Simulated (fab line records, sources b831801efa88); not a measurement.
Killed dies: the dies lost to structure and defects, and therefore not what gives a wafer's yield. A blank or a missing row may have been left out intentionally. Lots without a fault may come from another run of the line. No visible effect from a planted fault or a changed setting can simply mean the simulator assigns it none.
Which tool did it? -- flow sky130 -- 12 lots with 36 wafers sampled at 5 steps, on a route of 708 steps

## WHAT THE GAUGES SHOWED, per wafer
SKY_METAL1_RS_MEAS_05: measures by four-point-probe.
lot,measured,on,METAL1_ALCU_RS (ohm/sq)
L075,day 31 19:11,film_metro-04,0.1266 0.1252 0.1268
L077,day 32 16:20,film_metro-02,0.1308 0.1271 0.1278
L079,day 33 16:28,film_metro-04,0.1257 0.1264 0.1292
L082,day 34 23:32,film_metro-04,0.1263 0.1273 0.1269
L084,day 35 02:18,film_metro-04,0.1249 0.1248 0.1262
L085,day 35 08:34,film_metro-04,0.1244 0.1259 0.1255
L087,day 35 19:41,film_metro-02,0.1270 0.1277 0.1272
L089,day 36 07:41,film_metro-04,0.1255 0.1272 0.1257
L091,day 37 01:36,film_metro-03,0.1252 0.1271 0.1265
L093,day 37 12:34,film_metro-04,0.1272 0.1275 0.1301
L095,day 38 02:00,film_metro-03,0.1260 0.1286 0.1256
L097,day 38 17:02,film_metro-04,0.1265 0.1290 0.1273

## EACH LOT AND THE TOOL THAT RAN IT (in order: tool; ch and the chambers of the sampled wafers; start)
lot,SKY_LI_CONTACT_SPUTTER_20,SKY_CONTACT_ETCH_17,SKY_METAL1_SPUTTER_03,SKY_METAL1_SPUTTER_04
L075,"pvd_sputter-01, day 29 10:35","rie_diel-03 ch 0,1,2, day 31 17:41","pvd_sputter-02, day 31 19:07","pvd_sputter-02, day 31 19:08"
L077,"pvd_sputter-04, day 30 01:21","rie_diel-02 ch 1,2, day 32 14:44","pvd_sputter-01, day 32 16:14","pvd_sputter-01, day 32 16:15"
L079,"pvd_sputter-04, day 31 08:43","rie_diel-03 ch 1,2,3, day 33 14:47","pvd_sputter-03, day 33 16:23","pvd_sputter-03, day 33 16:25"
L082,"pvd_sputter-04, day 32 15:03","rie_diel-02 ch 1,2,3, day 34 22:02","pvd_sputter-01, day 34 23:27","pvd_sputter-01, day 34 23:28"
L084,"pvd_sputter-04, day 32 17:47","rie_diel-02 ch 0,3, day 35 00:47","pvd_sputter-01, day 35 02:11","pvd_sputter-01, day 35 02:13"
L085,"pvd_sputter-04, day 32 23:08","rie_diel-02 ch 2,3, day 35 07:05","pvd_sputter-02, day 35 08:29","pvd_sputter-02, day 35 08:31"
L087,"pvd_sputter-04, day 33 11:54","rie_diel-02 ch 1,3, day 35 18:11","pvd_sputter-01, day 35 19:37","pvd_sputter-01, day 35 19:38"
L089,"pvd_sputter-04, day 33 22:58","rie_diel-04 ch 0,2, day 36 06:11","pvd_sputter-02, day 36 07:35","pvd_sputter-02, day 36 07:37"
L091,"pvd_sputter-04, day 34 18:12","rie_diel-03 ch 1,2,3, day 37 00:08","pvd_sputter-02, day 37 01:32","pvd_sputter-02, day 37 01:33"
L093,"pvd_sputter-02, day 35 04:54","rie_diel-04 ch 0,1,3, day 37 10:50","pvd_sputter-01, day 37 12:28","pvd_sputter-01, day 37 12:29"
L095,"pvd_sputter-01, day 35 18:44","rie_diel-02 ch 1,3, day 38 00:02","pvd_sputter-03, day 38 01:55","pvd_sputter-03, day 38 01:56"
L097,"pvd_sputter-04, day 36 09:02","rie_diel-03 ch 1,2,3, day 38 15:26","pvd_sputter-01, day 38 16:57","pvd_sputter-01, day 38 16:58"
- SKY_LI_CONTACT_SPUTTER_20: material TiN, target thk 20 nm, time 80 s.
- SKY_CONTACT_ETCH_17: etches SiO2 in C4F8/O2/Ar, stops on Si3N4, target depth 340 nm.
- SKY_METAL1_SPUTTER_03: material Ti, target thk 5 nm, time 3.3 s.
- SKY_METAL1_SPUTTER_04: material TiN, target thk 70 nm, time 58.3 s.

## THE ANSWER, worked out from the rows above alone
Rule: usual is defined by the lots themselves. The widest of any qualifying gaps counts: lots, ordered by their means at a reading, are off when they make up no more than a third of the lots, leave a main group of 4 or more, and stand apart from it by 3 or more times the standard deviation of that group's means. The tables above print the reading to a certain number of digits; a main group whose means all agree to those digits is not used. Also off: a lot with no number at a reading for which 4 or more lots have one. All remaining lots with rows at the step are treated as sound.
Across all readings shown, no lot is off: no conclusion can be drawn from this.

## WHAT THE SIMULATOR PUT IN
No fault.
